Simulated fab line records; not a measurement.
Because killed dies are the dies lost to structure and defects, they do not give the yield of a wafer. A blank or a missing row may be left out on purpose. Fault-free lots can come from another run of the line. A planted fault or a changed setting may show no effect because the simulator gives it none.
A struck lot beside a sound one -- flow sky130 -- 35 steps out of a route of 708
Sound: the wafers L485.2, L485.5, L485.6. Wafers L480.1, L480.3, L480.6 were the ones struck. At the end, the cause is stated.
Order at every step that has rows: each side's tool, ch and its chambers, its first start. Under that, the readings that differ: sound wafers -- struck wafers -- difference of the means -- sigmas: that difference in standard deviations of wafers without a fault.
alike: a reading whose means differ by less than 2 such deviations, as well as words and numbers matching on both sides. not compared: withheld readings; readings where some wafer has no value; bounds like >300 that might hide an equal value; numbers whose values overlap and for which the record gives no deviation.
Wherever a step has rows on one side only, a row that says differs or no value, or a row with sigmas, the two part there. Numbers that don't overlap but have no deviation are shown without sigmas and don't part them. A reading missing from all wafers of one side parts the sides only when that side holds two or more wafers.

first, 4 steps without rows for these wafers: SKY_METAL5_SOFTBAKE_10 (time 60 s); SKY_METAL5_EXPOSE_11 (exposes mask MM5, target cd 1600 nm); SKY_METAL5_PEB_12; SKY_METAL5_DEVELOP_13 (develop time 60 s).
SKY_METAL5_DESCUM_14: chemistry O2, time 11 s.
  sound on rieMetal-02 ch 0,1, day 47 22:15; struck on rieMetal-04 ch 0,1, day 46 15:17
  alike: drypumpMotorCurrentA, oesProductAu
  not compared: rfHoursCounterH
SKY_METAL5_METAL_ETCH_15: etches the open film in Cl2/BCl3, stops on SiO2, target depth 1260 nm, time 252 s.
  sound on rieMetal-02 ch 0,1, day 47 22:17; struck on rieMetal-04 ch 0,1, day 46 15:19
  alike: drypumpMotorCurrentA, oesProductAu, throttleValvePct
  not compared: rfHoursCounterH
SKY_METAL5_STRIP_16: strips in O2/N2.
  sound on plasmaAsher-01 ch 0,1, day 47 22:31; struck on plasmaAsher-01 ch 0,1, day 46 15:33
  alike: drypumpMotorCurrentA, oesProductAu, stripTimeToEndpointS
  not compared: rfHoursCounterH
then, 3 steps without rows for these wafers: SKY_METAL5_STRIP_17 (strips in post etch residue remover, time 1200 s); SKY_METAL5_CLEAN_18 (cleans in IPA, time 180 s); SKY_METAL5_CLEAN_19 (cleans in O3/DIW).
SKY_PASSIVATION_CVD_00: deposits SiO2, target thk 90 nm.
  sound on pecvd-03 ch 0,1,2, day 47 23:31; struck on pecvd-03 ch 0,2, day 46 16:11
  alike: heaterPowerW
SKY_PASSIVATION_THK_MEAS_01:
  sound: filmMetro-02 at day 47 23:33; struck: filmMetro-04 at day 46 16:13
  alike: PASSIVATION_CVD_00_THK
SKY_PASSIVATION_CVD_02: deposits Si3N4, target thk 540 nm.
  sound on pecvd-01 ch 0,1, day 47 23:36; struck on pecvd-02 ch 0,1,2, day 46 16:16
reading,sound,struck,difference,sigmas
model.Si3N4_of_PASSIVATION_CVD_02.thkNm (nm),538.8 542.8 539.8,467.8 471.8 482.1,-66.6,
  alike: heaterPowerW
SKY_PASSIVATION_THK_MEAS_03:
  sound: filmMetro-02 at day 47 23:50; struck: filmMetro-03 at day 46 16:29
reading,sound,struck,difference,sigmas
PASSIVATION_CVD_02_THK (nm),539 543 540,467 472 482,-67,-11
then, 7 steps without rows for these wafers: SKY_PASSIVATION_DEHYDRATE_04 (time 60 s); SKY_PASSIVATION_HMDS_05 (prime time 60 s); SKY_PASSIVATION_COAT_06 (resist thk 3000 nm); SKY_PASSIVATION_SOFTBAKE_07; SKY_PASSIVATION_EXPOSE_08 (exposes mask NSM, target cd 3000 nm); SKY_PASSIVATION_PEB_09; SKY_PASSIVATION_DEVELOP_10 (develop time 60 s).
SKY_PASSIVATION_ETCH_11: etches the open film in CF4/O2, stops on AlCu, target depth 725 nm, time 161.1 s.
  sound on rieDiel-01 ch 0,1,3, day 48 17:56; struck on rieDiel-01 ch 0,1,2, day 47 12:14
reading,sound,struck,difference,sigmas
oesProductAu (a.u.),0.977 0.982 0.977,0.912 0.913 0.938,-0.058,-10
throttleValvePct (%),5.956 5.960 5.975,5.950 5.940 5.938,-0.021,-2
model.etch.depthNm (nm),703.2 707.8 705.9,630.6 634.6 647.2,-68.2,
model.PASSIVATION.featureDepthNm (nm),703.2 707.8 705.9,630.6 634.6 647.2,-68.2,
  alike: drypumpMotorCurrentA
  not compared: rfHoursCounterH
then, 8 steps without rows for these wafers: SKY_PASSIVATION_STRIP_12 (strips in O2/N2); SKY_PAD_OPEN_DEHYDRATE_00 (time 60 s); SKY_PAD_OPEN_HMDS_01 (prime time 60 s); SKY_PAD_OPEN_COAT_02 (resist thk 3000 nm); SKY_PAD_OPEN_SOFTBAKE_03; SKY_PAD_OPEN_EXPOSE_04 (exposes mask PDM, target cd 60000 nm); SKY_PAD_OPEN_PEB_05; SKY_PAD_OPEN_DEVELOP_06 (develop time 60 s).
SKY_PAD_OPEN_ETCH_07: etches the open film in CF4/O2, stops on AlCu, target depth 725 nm, time 161.1 s.
  sound on rieDiel-03 ch 0,1,3, day 49 12:14; struck on rieDiel-02 ch 0,2, day 48 06:59
reading,sound,struck,difference,sigmas
oesProductAu (a.u.),0.980 0.984 0.979,0.917 0.930 0.934,-0.054,-9
throttleValvePct (%),5.970 5.971 5.964,5.938 5.945 5.941,-0.027,-3
model.etch.depthNm (nm),703.2 707.8 705.9,630.6 634.6 647.2,-68.2,
model.PAD_OPEN.featureDepthNm (nm),703.2 707.8 705.9,630.6 634.6 647.2,-68.2,
  alike: drypumpMotorCurrentA
  not compared: rfHoursCounterH
SKY_PAD_OPEN_STRIP_08: strips in O2/N2.
  sound on plasmaAsher-03 ch 0,1, day 49 12:21; struck on plasmaAsher-02 ch 0,1, day 48 07:05
  alike: drypumpMotorCurrentA, oesProductAu, stripTimeToEndpointS
  not compared: rfHoursCounterH
SKY_PAD_OPEN_STRIP_09: strips in post etch residue remover, time 1200 s.
  sound on wetBench-04 ch 0, day 49 12:27; struck on wetBench-03 ch 0, day 48 07:11
reading,sound,struck,difference,sigmas
model.Si3N4_of_PASSIVATION_CVD_02.thkNm (nm),538.4 542.4 539.4,467.4 471.4 481.7,-66.6,
then, 1 step without rows for these wafers: SKY_PAD_OPEN_CLEAN_10 (cleans in IPA, time 180 s).
SKY_PAD_OPEN_PROBE_99:
  sound: prober-01 at day 49 14:37; struck: prober-02 at day 48 09:18
reading,sound,struck,difference,sigmas
killedAtFrontEnd,30 14 14,9 10 9,-10,-2
  alike: defectLimitedYield, killed_at_M0_to_M3, killed_at_M4_up, killedAtContacts, killedAtOther, killedDies, killedOnRim, killedOpen, killedShort, sort_bin_3_pad_short, sort_bin_5_function, sort_bin_6_memory, sortNPass, sortYieldPct

== WHERE THEY PART ==
Last at SKY_PAD_OPEN_PROBE_99 as far as this record goes, first at SKY_PASSIVATION_THK_MEAS_03.

WHY: what the simulator had put in
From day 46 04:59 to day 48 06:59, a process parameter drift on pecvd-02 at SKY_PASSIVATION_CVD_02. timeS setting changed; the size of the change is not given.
